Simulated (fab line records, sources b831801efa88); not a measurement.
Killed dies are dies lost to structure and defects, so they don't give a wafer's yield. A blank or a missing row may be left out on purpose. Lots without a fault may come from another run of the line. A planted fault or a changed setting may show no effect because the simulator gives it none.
Problem report in the 8D (eight disciplines) form, filled by code | flow gf180mcu | the parts of the form that need people (team, actions taken, sign-off) are left out

1. THE PROBLEM
MVSD_RS at GF_VT_IMPLANT_RS_MEAS_46 reads a mean of 460.1 ohm/sq on 6 wafers of 2 lots; wafers without a fault read 445.3 ohm/sq with a standard deviation of 1.3. That is +11 standard deviations from the usual mean.
The step: measures by four-point-probe.
First seen on wafer L724.2, day 10 22:04, on film_metro-02. The record holds 39 wafers of 13 lots with a number at this step. Rule for "out", or "out of limits": more than 4 standard deviations from the usual mean. The other wafers with a number count as sound.

2. WHAT IT IS AND WHAT IT IS NOT
question                    | is                           | is not
which readings at this step | MVSD_RS                      | -
which lots                  | L724, L726                   | L712, L714, L715, L717, L719, L725, L731, L732, L733, L734, L735
which wafers of those lots  | all that have a number       | -
read on which gauges        | film_metro-02, film_metro-04 | film_metro-01
when                        | from day 10 22:04            | up to then (15 sound wafers); but 18 sound wafers of L725, L731, L732, L733, L734, L735 came after

3. SUSPECTS, AND WHAT RULES EACH OUT
Counting: a tool at a process step up to the reading stays a suspect if it ran every lot that is out and no sound lot after the first of them.
- the gauge at GF_VT_IMPLANT_RS_MEAS_46: ruled out. The wafers that are out were read on 2 gauges (film_metro-02, film_metro-04).
- implanter-03 at GF_MVSD_IMPLANT_08: kept. It ran every lot that is out, first L724 (day 7 08:10), and no sound lot after that; its last sound lot up to then is L719 (day 6 03:32). Its own readings are out on those wafers: beam_energy_keV.
Left after counting: implanter-03 at GF_MVSD_IMPLANT_08.

4. THE CAUSE (what the simulator had put in)
Process parameter drift: implanter-03, from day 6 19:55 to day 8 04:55, at GF_MVSD_IMPLANT_08. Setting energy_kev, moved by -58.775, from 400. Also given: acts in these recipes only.
Counting left only this tool.

5. THE CHAIN OF EFFECTS, in route order
Each row: a reading whose mean over the struck wafers that have a number lies more than 3 standard deviations from the usual. Only readings for which the record gives a usual standard deviation are gone through. hours: the time from each lot's start at the first step in this table that gives one to its start at this step, as a median over the lots. sigmas: the change in usual standard deviations.
hours | step                     | reading         | usual        | on struck wafers | change | sigmas
0     | GF_MVSD_IMPLANT_08       | beam_energy_keV | 399.99       | 341.20           | -58.79 | -99 or more
87    | GF_VT_IMPLANT_RS_MEAS_46 | MVSD_RS         | 445.3 ohm/sq | 460.1            | +14.8  | +11
The process steps in it:
- GF_MVSD_IMPLANT_08

6. WHAT WOULD HAVE CAUGHT IT SOONER
In this record the first reading out of limits at a measuring or inspecting step was taken at day 10 22:04, 98 hours after the fault began at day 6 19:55.
The tool's own readings at GF_MVSD_IMPLANT_08 were out on every struck wafer that the step has a row for (beam_energy_keV): an alarm limit on them would have fired on the first of those.
All the lots that are out (2) had begun GF_MVSD_IMPLANT_08 on implanter-03 by day 10 22:04. A hold on the tool at that time would have spared none of them.
